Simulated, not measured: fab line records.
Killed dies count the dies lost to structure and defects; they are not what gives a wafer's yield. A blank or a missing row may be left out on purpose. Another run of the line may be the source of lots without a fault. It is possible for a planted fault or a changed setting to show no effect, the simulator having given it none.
Split-lot study / flow sfq line / on a route of 325 steps: 5 lots, 23 wafers read

## ABOUT THE SPLIT
At SFQ_TRILAYER_M3_DEP_SPUTTER_073 (material Nb, target thk 200 nm, time 133.3 s), the setting power w was moved away from the recipe's 2000 W on 11 of the 23 wafers read, by -10.7% to +11.9%. This setting was run at the recipe's value on the other wafers.

Between the split and the reading, the file records no step.

## THE READING
M3_NB_RS, in ohm/sq, at SFQ_M3_RS_MEAS_919 (measures by four-point-probe). Fault-free wafers of this fab line usually give 0.889 ohm/sq, standard deviation 0.01 ohm/sq.

wafer=L074.1; tool, chamber at the split=pvd sputter-06, -; power w as run, W=2000; against the recipe=recipe; M3_NB_RS, ohm/sq=0.891; against lot-mates on the recipe=-
wafer=L074.5; tool, chamber at the split=pvd sputter-06, -; power w as run, W=2000; against the recipe=recipe; M3_NB_RS, ohm/sq=0.888; against lot-mates on the recipe=-
wafer=L074.6; tool, chamber at the split=pvd sputter-06, -; power w as run, W=2000; against the recipe=recipe; M3_NB_RS, ohm/sq=0.891; against lot-mates on the recipe=-
wafer=L076.1; tool, chamber at the split=pvd sputter-05, -; power w as run, W=2000; against the recipe=recipe; M3_NB_RS, ohm/sq=0.892; against lot-mates on the recipe=-
wafer=L076.2; tool, chamber at the split=pvd sputter-05, -; power w as run, W=2000; against the recipe=recipe; M3_NB_RS, ohm/sq=0.891; against lot-mates on the recipe=-
wafer=L076.4; tool, chamber at the split=pvd sputter-05, -; power w as run, W=2102; against the recipe=+5.1%; M3_NB_RS, ohm/sq=0.833; against lot-mates on the recipe=-0.058
wafer=L076.5; tool, chamber at the split=pvd sputter-05, -; power w as run, W=2102; against the recipe=+5.1%; M3_NB_RS, ohm/sq=0.840; against lot-mates on the recipe=-0.051
wafer=L076.6; tool, chamber at the split=pvd sputter-05, -; power w as run, W=2102; against the recipe=+5.1%; M3_NB_RS, ohm/sq=0.834; against lot-mates on the recipe=-0.057
wafer=L077.2; tool, chamber at the split=pvd sputter-03, -; power w as run, W=2000; against the recipe=recipe; M3_NB_RS, ohm/sq=0.883; against lot-mates on the recipe=-
wafer=L077.3; tool, chamber at the split=pvd sputter-03, -; power w as run, W=1786; against the recipe=-10.7%; M3_NB_RS, ohm/sq=0.987; against lot-mates on the recipe=+0.106
wafer=L077.4; tool, chamber at the split=pvd sputter-03, -; power w as run, W=2000; against the recipe=recipe; M3_NB_RS, ohm/sq=0.879; against lot-mates on the recipe=-
wafer=L077.5; tool, chamber at the split=pvd sputter-03, -; power w as run, W=1786; against the recipe=-10.7%; M3_NB_RS, ohm/sq=0.991; against lot-mates on the recipe=+0.110
wafer=L077.6; tool, chamber at the split=pvd sputter-03, -; power w as run, W=1786; against the recipe=-10.7%; M3_NB_RS, ohm/sq=0.977; against lot-mates on the recipe=+0.096
wafer=L081.1; tool, chamber at the split=pvd sputter-05, -; power w as run, W=2000; against the recipe=recipe; M3_NB_RS, ohm/sq=0.877; against lot-mates on the recipe=-
wafer=L081.2; tool, chamber at the split=pvd sputter-05, -; power w as run, W=2000; against the recipe=recipe; M3_NB_RS, ohm/sq=0.887; against lot-mates on the recipe=-
wafer=L081.3; tool, chamber at the split=pvd sputter-05, -; power w as run, W=1862; against the recipe=-6.9%; M3_NB_RS, ohm/sq=0.956; against lot-mates on the recipe=+0.071
wafer=L081.4; tool, chamber at the split=pvd sputter-05, -; power w as run, W=2000; against the recipe=recipe; M3_NB_RS, ohm/sq=0.890; against lot-mates on the recipe=-
wafer=L081.5; tool, chamber at the split=pvd sputter-05, -; power w as run, W=1862; against the recipe=-6.9%; M3_NB_RS, ohm/sq=0.954; against lot-mates on the recipe=+0.069
wafer=L083.1; tool, chamber at the split=pvd sputter-05, -; power w as run, W=2000; against the recipe=recipe; M3_NB_RS, ohm/sq=0.882; against lot-mates on the recipe=-
wafer=L083.2; tool, chamber at the split=pvd sputter-05, -; power w as run, W=2000; against the recipe=recipe; M3_NB_RS, ohm/sq=0.903; against lot-mates on the recipe=-
wafer=L083.4; tool, chamber at the split=pvd sputter-05, -; power w as run, W=2237; against the recipe=+11.9%; M3_NB_RS, ohm/sq=0.796; against lot-mates on the recipe=-0.097
wafer=L083.5; tool, chamber at the split=pvd sputter-05, -; power w as run, W=2237; against the recipe=+11.9%; M3_NB_RS, ohm/sq=0.798; against lot-mates on the recipe=-0.095
wafer=L083.6; tool, chamber at the split=pvd sputter-05, -; power w as run, W=2237; against the recipe=+11.9%; M3_NB_RS, ohm/sq=0.798; against lot-mates on the recipe=-0.095

FIT RESULTS
A straight line over all 23 wafers: M3_NB_RS changes by -0.0086 ohm/sq for each +1% of power w; r = -0.99; the points scatter about the line by 0.0082 ohm/sq.
The same after taking each lot's own level away (the mean of its wafers on the recipe; 23 wafers): -0.00912 ohm/sq for each +1%; r = -0.99; scatter 0.0081 ohm/sq.
Per that fit: largest power w move, reading shift of 0.11 ohm/sq.
From 0.8810 to 0.8925 ohm/sq: that is the span of the lots' own levels, equal to 1.2 times the standard deviation above.
The two slopes agree, so the slope changes little with the lot-to-lot level.
Check: for one of the wafers moved furthest among these (+11.9%), held out of the fit, the line's prediction against its lot-mates is -0.108 ohm/sq. Against them it came out at -0.0965 ohm/sq.

## THE OTHER SPLITS THESE WAFERS WENT THROUGH
These wafers also went through other splits before the reading. Each is held against what the fit with the lots' levels taken away leaves over:
other split on the same wafers=SFQ_TRILAYER_I0_VIA_ETCH_VIA_ETCH_034 bias w; wafers away from the commonest value=5; r with M3_NB_RS (lot level and that fit taken away)=-0.22
other split on the same wafers=SFQ_TRILAYER_M1_DEP_SPUTTER_037 time s; wafers away from the commonest value=8; r with M3_NB_RS (lot level and that fit taken away)=-0.20
other split on the same wafers=SFQ_TRILAYER_M1_BARC_OPEN_METAL_ETCH_054 bias w; wafers away from the commonest value=8; r with M3_NB_RS (lot level and that fit taken away)=-0.19
other split on the same wafers=SFQ_TRILAYER_I1_VIA_LITHO_COAT_054 spin rpm; wafers away from the commonest value=7; r with M3_NB_RS (lot level and that fit taken away)=-0.05
other split on the same wafers=SFQ_TRILAYER_M2_BARC_OPEN_METAL_ETCH_077 icp w; wafers away from the commonest value=10; r with M3_NB_RS (lot level and that fit taken away)=+0.42
other split on the same wafers=SFQ_TRILAYER_I2_CMP_CMP_064 leave above ref nm; wafers away from the commonest value=6; r with M3_NB_RS (lot level and that fit taken away)=+0.21
other split on the same wafers=SFQ_TRILAYER_I2_VIA_LITHO_COAT_067 spin rpm; wafers away from the commonest value=11; r with M3_NB_RS (lot level and that fit taken away)=+0.30
other split on the same wafers=SFQ_TRILAYER_I2_VIA_ETCH_VIA_ETCH_070 source w; wafers away from the commonest value=11; r with M3_NB_RS (lot level and that fit taken away)=+0.25

## THE WHOLE CHAIN: every reading that the file lists as answering this split, in the file's order
step=SFQ_TRILAYER_M3_DEP_SPUTTER_073; what it does=material Nb, target thk 200 nm, time 133.3 s; reading=Nb_of_TRILAYER_M3_DEP_SPUTTER_073.thk nm (the simulator's own value, which no gauge read); change (the file's fit)=+2.04 nm for each +1% of the setting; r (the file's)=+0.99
step=SFQ_M3_RS_MEAS_919; what it does=measures by four-point-probe; reading=M3_NB_RS; change (the file's fit)=-0.00917 for each +1% of the setting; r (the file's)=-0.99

## THE FILE'S OWN FIT
M3_NB_RS changes by -0.00917 ohm/sq for each +1% of power w, r = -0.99.
